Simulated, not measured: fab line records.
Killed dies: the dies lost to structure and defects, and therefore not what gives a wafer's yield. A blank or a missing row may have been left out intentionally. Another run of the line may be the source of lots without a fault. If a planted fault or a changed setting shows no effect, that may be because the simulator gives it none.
Matching of chambers :: flow sky130 :: SKY_VIA3_CMP_02 on cmp-01: 4 sister chambers
The step polishes SiO2. 4 wafers are shown with their chamber, then 8 later ones without.

== WAFERS WITH THEIR CHAMBER ==
wafer: L314.2
chamber: 0
motor-current-A (A): 11.7

wafer: L313.2
chamber: 3
motor-current-A (A): 11.9

wafer: L313.3
chamber: 1
motor-current-A (A): 11.0

wafer: L317.4
chamber: 2
motor-current-A (A): 11.6

== WAFERS WITHOUT THEIR CHAMBER ==
wafer: L317.5
motor-current-A (A): 11.8

wafer: L317.6
motor-current-A (A): 11.4

wafer: L318.2
motor-current-A (A): 11.9

wafer: L318.3
motor-current-A (A): 11.5

wafer: L318.5
motor-current-A (A): 11.5

wafer: L322.1
motor-current-A (A): 11.5

wafer: L322.3
motor-current-A (A): 12.5

wafer: L322.4
motor-current-A (A): 11.1

== WHICH CHAMBER EACH ONE RAN IN ==
wafer: L317.5
from the rows above: can't be placed: 3 or 0 or 2
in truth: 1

wafer: L317.6
from the rows above: can't be placed: 2 or 0 or 1 or 3
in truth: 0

wafer: L318.2
from the rows above: can't be placed: 3 or 0 or 2
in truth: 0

wafer: L318.3
from the rows above: can't be placed: 2 or 0 or 3 or 1
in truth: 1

wafer: L318.5
from the rows above: can't be placed: 2 or 0 or 3 or 1
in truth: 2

wafer: L322.1
from the rows above: can't be placed: 2 or 0 or 3 or 1
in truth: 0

wafer: L322.3
from the rows above: can't be placed: 3 or 0 or 2
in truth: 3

wafer: L322.4
from the rows above: can't be placed: 1 or 2
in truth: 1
Correctly placed: 0 of 8. These rows do not allow placing 8 (true chamber among the candidates in 7). 0 placed wrongly.
How it was worked out, from the rows above alone: a wafer's distance from a chamber is the root of the sum, over the readings, of the square of ((its reading less the chamber's mean) divided by the reading's scatter). If the next closest chamber is less than 2 further off than the closest, the wafer can't be placed; otherwise it belongs to the closest. A chamber's mean is the mean of its shown wafers. The scatter (one wafer shown for each chamber): square how far every hidden wafer sits from the nearest shown wafer, average those squares and take the square root.
